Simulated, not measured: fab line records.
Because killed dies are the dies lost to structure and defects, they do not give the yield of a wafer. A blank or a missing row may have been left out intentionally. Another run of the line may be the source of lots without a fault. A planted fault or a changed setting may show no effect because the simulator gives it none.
Which tool is to blame? || flow gf180mcu || 36 wafers from 12 lots sampled at 5 of the route's 602 steps

## WHAT THE GAUGES READ, wafer by wafer
GF_MVSD_OVL_MEAS_07. Usual: MVSD_OVL typically reads 0.3 nm, with standard deviation 1.5.
{"lot": "L337", "measured": "day 4 09:29", "on": "overlay-02", "MVSD_OVL (nm)": "2.2 2.5 1.5", "flag": ""}
{"lot": "L338", "measured": "day 4 17:13", "on": "overlay-02", "MVSD_OVL (nm)": "2.0 -1.4 -0.4", "flag": ""}
{"lot": "L339", "measured": "day 4 22:14", "on": "overlay-02", "MVSD_OVL (nm)": "1.0 -0.5 0.6", "flag": ""}
{"lot": "L341", "measured": "day 5 09:32", "on": "overlay-01", "MVSD_OVL (nm)": "- - -", "flag": "OFF"}
{"lot": "L343", "measured": "day 5 21:53", "on": "overlay-01", "MVSD_OVL (nm)": "-0.5 -1.1 -1.9", "flag": ""}
{"lot": "L344", "measured": "day 6 02:31", "on": "overlay-02", "MVSD_OVL (nm)": "-1.0 0.2 -0.5", "flag": ""}
{"lot": "L348", "measured": "day 7 02:40", "on": "overlay-02", "MVSD_OVL (nm)": "-2.4 1.0 -1.6", "flag": ""}
{"lot": "L355", "measured": "day 8 18:07", "on": "overlay-02", "MVSD_OVL (nm)": "0.8 2.3 2.3", "flag": ""}
{"lot": "L356", "measured": "day 9 00:52", "on": "overlay-02", "MVSD_OVL (nm)": "1.5 1.3 0.4", "flag": ""}
{"lot": "L358", "measured": "day 9 10:44", "on": "overlay-02", "MVSD_OVL (nm)": "-0.1 -2.0 -2.6", "flag": ""}
{"lot": "L359", "measured": "day 9 17:23", "on": "overlay-01", "MVSD_OVL (nm)": "-0.2 -1.5 0.3", "flag": ""}
{"lot": "L360", "measured": "day 10 00:20", "on": "overlay-01", "MVSD_OVL (nm)": "0.3 0.0 1.0", "flag": ""}

GF_MVSD_TW_MEAS_11. Usual: MVSD_TW typically reads 1592, with standard deviation 13.
{"lot": "L337", "measured": "day 4 09:56", "on": "film metro-02", "MVSD_TW": "1615 1606 1614", "flag": ""}
{"lot": "L338", "measured": "day 4 17:39", "on": "film metro-02", "MVSD_TW": "1612 1617 1609", "flag": ""}
{"lot": "L339", "measured": "day 4 22:41", "on": "film metro-02", "MVSD_TW": "1608 1608 1617", "flag": ""}
{"lot": "L341", "measured": "day 5 09:59", "on": "film metro-04", "MVSD_TW": "30 30 30", "flag": "OFF"}
{"lot": "L343", "measured": "day 5 22:20", "on": "film metro-01", "MVSD_TW": "1573 1572 1574", "flag": ""}
{"lot": "L344", "measured": "day 6 02:58", "on": "film metro-04", "MVSD_TW": "1575 1578 1591", "flag": ""}
{"lot": "L348", "measured": "day 7 03:07", "on": "film metro-02", "MVSD_TW": "1601 1609 1602", "flag": ""}
{"lot": "L355", "measured": "day 8 18:34", "on": "film metro-02", "MVSD_TW": "1607 1612 1597", "flag": ""}
{"lot": "L356", "measured": "day 9 01:18", "on": "film metro-01", "MVSD_TW": "1585 1582 1590", "flag": ""}
{"lot": "L358", "measured": "day 9 11:10", "on": "film metro-04", "MVSD_TW": "1594 1580 1595", "flag": ""}
{"lot": "L359", "measured": "day 9 20:14", "on": "film metro-02", "MVSD_TW": "1594 1597 1593", "flag": ""}
{"lot": "L360", "measured": "day 10 00:46", "on": "film metro-04", "MVSD_TW": "1594 1592 1591", "flag": ""}

GF_HV_LDD_CD_MEAS_46 targets a cd of 400 nm. Usual: cd nm reads 399.2 nm (standard deviation 2.2).
{"lot": "L337", "measured": "day 12 07:04", "on": "cd sem-02", "cd nm (nm)": "397.6 397.6 398.0", "flag": ""}
{"lot": "L338", "measured": "day 12 17:23", "on": "cd sem-01", "cd nm (nm)": "395.3 397.6 397.8", "flag": ""}
{"lot": "L339", "measured": "day 12 23:02", "on": "cd sem-02", "cd nm (nm)": "399.1 400.9 400.5", "flag": ""}
{"lot": "L341", "measured": "day 13 15:43", "on": "cd sem-01", "cd nm (nm)": "400.3 400.8 398.2", "flag": ""}
{"lot": "L343", "measured": "day 14 08:17", "on": "cd sem-02", "cd nm (nm)": "397.3 395.5 395.5", "flag": ""}
{"lot": "L344", "measured": "day 14 18:46", "on": "cd sem-02", "cd nm (nm)": "400.4 402.1 401.3", "flag": ""}
{"lot": "L348", "measured": "day 15 23:46", "on": "cd sem-01", "cd nm (nm)": "403.3 399.0 400.0", "flag": ""}
{"lot": "L355", "measured": "day 18 09:41", "on": "cd sem-01", "cd nm (nm)": "395.5 396.7 396.7", "flag": ""}
{"lot": "L356", "measured": "day 18 15:10", "on": "cd sem-02", "cd nm (nm)": "399.6 399.8 400.2", "flag": ""}
{"lot": "L358", "measured": "day 19 07:14", "on": "cd sem-02", "cd nm (nm)": "398.7 400.7 400.8", "flag": ""}
{"lot": "L359", "measured": "day 19 20:45", "on": "cd sem-02", "cd nm (nm)": "399.7 397.7 400.9", "flag": ""}
{"lot": "L360", "measured": "day 20 05:50", "on": "cd sem-02", "cd nm (nm)": "400.5 400.1 402.4", "flag": ""}

## EACH LOT AND THE TOOL THAT RAN IT (in order: tool; ch and the chambers of the sampled wafers; start)
{"lot": "L337", "GF_MVSD_EXPOSE_04": "iline stepper-02 ch 0, day 4 03:13", "GF_DUAL_GATE_STRIP_13": "plasma asher-03 ch 0,1, day 8 05:17"}
{"lot": "L338", "GF_MVSD_EXPOSE_04": "iline stepper-02 ch 0, day 4 10:07", "GF_DUAL_GATE_STRIP_13": "plasma asher-04 ch 0,1, day 8 15:14"}
{"lot": "L339", "GF_MVSD_EXPOSE_04": "iline stepper-01 ch 0, day 4 16:07", "GF_DUAL_GATE_STRIP_13": "plasma asher-02 ch 0,1, day 8 21:29"}
{"lot": "L341", "GF_MVSD_EXPOSE_04": "iline stepper-02 ch 0, day 5 02:16", "GF_DUAL_GATE_STRIP_13": "plasma asher-03 ch 0,1, day 9 11:52"}
{"lot": "L343", "GF_MVSD_EXPOSE_04": "iline stepper-02 ch 0, day 5 14:39", "GF_DUAL_GATE_STRIP_13": "plasma asher-02 ch 0, day 10 01:31"}
{"lot": "L344", "GF_MVSD_EXPOSE_04": "iline stepper-02 ch 0, day 5 19:01", "GF_DUAL_GATE_STRIP_13": "plasma asher-02 ch 0,1, day 10 09:08"}
{"lot": "L348", "GF_MVSD_EXPOSE_04": "iline stepper-02 ch 0, day 6 19:17", "GF_DUAL_GATE_STRIP_13": "plasma asher-03 ch 0,1, day 11 11:50"}
{"lot": "L355", "GF_MVSD_EXPOSE_04": "iline stepper-02 ch 0, day 8 09:56", "GF_DUAL_GATE_STRIP_13": "plasma asher-03 ch 0,1, day 13 12:32"}
{"lot": "L356", "GF_MVSD_EXPOSE_04": "iline stepper-01 ch 0, day 8 16:32", "GF_DUAL_GATE_STRIP_13": "plasma asher-02 ch 0,1, day 13 18:33"}
{"lot": "L358", "GF_MVSD_EXPOSE_04": "iline stepper-01 ch 0, day 9 02:22", "GF_DUAL_GATE_STRIP_13": "plasma asher-04 ch 0,1, day 14 07:17"}
{"lot": "L359", "GF_MVSD_EXPOSE_04": "iline stepper-02 ch 0, day 9 08:56", "GF_DUAL_GATE_STRIP_13": "plasma asher-04 ch 0,1, day 14 18:49"}
{"lot": "L360", "GF_MVSD_EXPOSE_04": "iline stepper-01 ch 0, day 9 16:19", "GF_DUAL_GATE_STRIP_13": "plasma asher-04 ch 0,1, day 15 00:03"}
- GF_MVSD_EXPOSE_04: exposes mask MVSD, target cd 1000 nm.
- GF_DUAL_GATE_STRIP_13: strips in O2/N2.

## AS READ BY THE TOOLS THEMSELVES (means over the sampled wafers that have a number; for cases with no such wafer, the mark the record gives instead)
GF_DUAL_GATE_STRIP_13. Usual: drypump motor current A 5.7 A, standard deviation 0.38; heater power w 314 W, standard deviation 17; oes product au 0.716 a.u., standard deviation 0.0043; platen temp c 250.03 C, standard deviation 0.19; strip time to endpoint s 12.65 s, standard deviation 0.038.
{"lot": "L337", "tool": "plasma asher-03", "drypump motor current A (A)": 6.2, "heater power w (W)": 331, "oes product au (a.u.)": 0.714, "platen temp c (C)": 250.29, "strip time to endpoint s (s)": 12.69, "flag": ""}
{"lot": "L338", "tool": "plasma asher-04", "drypump motor current A (A)": 5.4, "heater power w (W)": 315, "oes product au (a.u.)": 0.715, "platen temp c (C)": 250.05, "strip time to endpoint s (s)": 12.65, "flag": ""}
{"lot": "L339", "tool": "plasma asher-02", "drypump motor current A (A)": 5.6, "heater power w (W)": 308, "oes product au (a.u.)": 0.714, "platen temp c (C)": 250.04, "strip time to endpoint s (s)": 12.64, "flag": ""}
{"lot": "L341", "tool": "plasma asher-03", "drypump motor current A (A)": 6.2, "heater power w (W)": 314, "oes product au (a.u.)": 0.717, "platen temp c (C)": 249.97, "strip time to endpoint s (s)": 12.65, "flag": ""}
{"lot": "L343", "tool": "plasma asher-02", "drypump motor current A (A)": 5.6, "heater power w (W)": 298, "oes product au (a.u.)": 0.718, "platen temp c (C)": 250.01, "strip time to endpoint s (s)": 12.64, "flag": ""}
{"lot": "L344", "tool": "plasma asher-02", "drypump motor current A (A)": 5.6, "heater power w (W)": 304, "oes product au (a.u.)": 0.717, "platen temp c (C)": 250.05, "strip time to endpoint s (s)": 12.67, "flag": ""}
{"lot": "L348", "tool": "plasma asher-03", "drypump motor current A (A)": 6.2, "heater power w (W)": 315, "oes product au (a.u.)": 0.714, "platen temp c (C)": 250.01, "strip time to endpoint s (s)": 12.70, "flag": ""}
{"lot": "L355", "tool": "plasma asher-03", "drypump motor current A (A)": 6.1, "heater power w (W)": 331, "oes product au (a.u.)": 0.717, "platen temp c (C)": 250.01, "strip time to endpoint s (s)": 12.66, "flag": ""}
{"lot": "L356", "tool": "plasma asher-02", "drypump motor current A (A)": 5.6, "heater power w (W)": 307, "oes product au (a.u.)": 0.716, "platen temp c (C)": 250.00, "strip time to endpoint s (s)": 12.67, "flag": ""}
{"lot": "L358", "tool": "plasma asher-04", "drypump motor current A (A)": 5.2, "heater power w (W)": 320, "oes product au (a.u.)": 0.716, "platen temp c (C)": 249.99, "strip time to endpoint s (s)": 12.65, "flag": ""}
{"lot": "L359", "tool": "plasma asher-04", "drypump motor current A (A)": 5.2, "heater power w (W)": 319, "oes product au (a.u.)": 0.718, "platen temp c (C)": 249.89, "strip time to endpoint s (s)": 12.71, "flag": ""}
{"lot": "L360", "tool": "plasma asher-04", "drypump motor current A (A)": 5.2, "heater power w (W)": 322, "oes product au (a.u.)": 0.713, "platen temp c (C)": 249.86, "strip time to endpoint s (s)": 12.63, "flag": ""}

## THE ANSWER, worked out from the rows above alone
Rule: a lot is off if the mean of its wafers that have a number lies more than 3 standard deviations from the usual mean. A lot without any number at a reading at which 4 lots or more have one is off too. Where the step has rows for the other lots, those lots are counted as sound. After the gauges, taken in route order, come the tools' own readings; for these a lot's mean is taken, as printed above. The first step at which some lot is off is used, and at that step the reading that is off furthest; a lot without a number counts as furthest.
Off: L341, at GF_MVSD_OVL_MEAS_07 (MVSD_OVL). Without a number there: L341.
If a tool, at a process step before that reading, ran all the lots that are off and no sound lot after the first of them, it fits. Not tried: the gauges at GF_MVSD_OVL_MEAS_07; whatever is off there is also off at GF_MVSD_TW_MEAS_11, on other tools, and gauge error can't account for it. Not one of the candidates tried fits.

## WHAT THE SIMULATOR HAD INSERTED
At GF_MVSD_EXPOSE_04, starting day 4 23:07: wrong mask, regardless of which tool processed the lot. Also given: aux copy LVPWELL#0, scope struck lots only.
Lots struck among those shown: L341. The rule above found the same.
